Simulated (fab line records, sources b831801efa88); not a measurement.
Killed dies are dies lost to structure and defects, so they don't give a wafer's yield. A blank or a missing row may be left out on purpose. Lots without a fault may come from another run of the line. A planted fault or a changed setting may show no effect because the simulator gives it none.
Split-lot experiment | flow gf180mcu | 5 lots, 23 wafers read, on a route of 602 steps

THE SPLIT
At GF_M4_SPUTTER_02 (material AlCu, target thk 450 nm, time 23.9 s), the setting chamber_pressure_pa was moved away from the recipe's 0.4 Pa on 20 of the 23 wafers read, by -11.0% to +13.1%. The other wafers ran this setting at the recipe's value.

FROM THE SPLIT TO THE READING: what the file shows between them, 2 steps
- GF_M4_SPUTTER_03: material Ti, target thk 10 nm, time 6.7 s
- GF_M4_SPUTTER_04: material TiN, target thk 50 nm, time 41.7 s

THE READING
M4_ALCU_RS, in ohm/sq, at GF_M4_RS_MEAS_05 (measures by four-point-probe). Fault-free wafers of this fab line usually give 0.0691 ohm/sq, standard deviation 0.00072 ohm/sq.

wafer  | tool, chamber at the split | chamber_pressure_pa as run, Pa | against the recipe | M4_ALCU_RS, ohm/sq | against lot-mates on the recipe
L074.1 | pvd_sputter-04, -          | 0.356                          | -11.0%             | 0.0673             | no lot-mate on the recipe
L074.2 | pvd_sputter-04, -          | 0.356                          | -11.0%             | 0.0670             | no lot-mate on the recipe
L074.4 | pvd_sputter-04, -          | 0.356                          | -11.0%             | 0.0680             | no lot-mate on the recipe
L074.5 | pvd_sputter-04, -          | 0.356                          | -11.0%             | 0.0672             | no lot-mate on the recipe
L074.6 | pvd_sputter-04, -          | 0.356                          | -11.0%             | 0.0675             | no lot-mate on the recipe
L075.1 | pvd_sputter-01, -          | 0.4                            | recipe             | 0.0683             | -
L075.5 | pvd_sputter-01, -          | 0.4                            | recipe             | 0.0692             | -
L075.6 | pvd_sputter-01, -          | 0.4                            | recipe             | 0.0691             | -
L078.1 | pvd_sputter-02, -          | 0.4526                         | +13.1%             | 0.0722             | no lot-mate on the recipe
L078.3 | pvd_sputter-02, -          | 0.4526                         | +13.1%             | 0.0721             | no lot-mate on the recipe
L078.4 | pvd_sputter-02, -          | 0.4526                         | +13.1%             | 0.0725             | no lot-mate on the recipe
L078.5 | pvd_sputter-02, -          | 0.4526                         | +13.1%             | 0.0713             | no lot-mate on the recipe
L078.6 | pvd_sputter-02, -          | 0.4526                         | +13.1%             | 0.0718             | no lot-mate on the recipe
L079.1 | pvd_sputter-01, -          | 0.4242                         | +6.0%              | 0.0709             | no lot-mate on the recipe
L079.3 | pvd_sputter-01, -          | 0.4242                         | +6.0%              | 0.0708             | no lot-mate on the recipe
L079.4 | pvd_sputter-01, -          | 0.4242                         | +6.0%              | 0.0710             | no lot-mate on the recipe
L079.5 | pvd_sputter-01, -          | 0.4242                         | +6.0%              | 0.0702             | no lot-mate on the recipe
L079.6 | pvd_sputter-01, -          | 0.4242                         | +6.0%              | 0.0704             | no lot-mate on the recipe
L085.1 | pvd_sputter-02, -          | 0.3767                         | -5.8%              | 0.0693             | no lot-mate on the recipe
L085.3 | pvd_sputter-02, -          | 0.3767                         | -5.8%              | 0.0693             | no lot-mate on the recipe
L085.4 | pvd_sputter-02, -          | 0.3767                         | -5.8%              | 0.0687             | no lot-mate on the recipe
L085.5 | pvd_sputter-02, -          | 0.3767                         | -5.8%              | 0.0693             | no lot-mate on the recipe
L085.6 | pvd_sputter-02, -          | 0.3767                         | -5.8%              | 0.0683             | no lot-mate on the recipe

THE FIT
A straight line over all 23 wafers: M4_ALCU_RS changes by +0.00018 ohm/sq for each +1% of chamber_pressure_pa; r = +0.95; the points scatter about the line by 0.00053 ohm/sq.
Too few moved wafers have a lot-mate on the recipe to fit a line with each lot's own level taken away.

THE WHOLE CHAIN: every reading that the file lists as answering this split, in the file's order
step             | what it does                                  | reading                                                                       | change (the file's fit)               | r (the file's)
GF_M4_SPUTTER_02 | material AlCu, target thk 450 nm, time 23.9 s | AlCu_of_M4_SPUTTER_02.thk_nm (the simulator's own value, which no gauge read) | -0.828 nm for each +1% of the setting | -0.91
GF_M4_RS_MEAS_05 | measures by four-point-probe                  | M4_ALCU_RS                                                                    | +0.00018 for each +1% of the setting  | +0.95

THE FILE'S OWN FIT
M4_ALCU_RS changes by +0.00018 ohm/sq for each +1% of chamber_pressure_pa, r = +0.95.
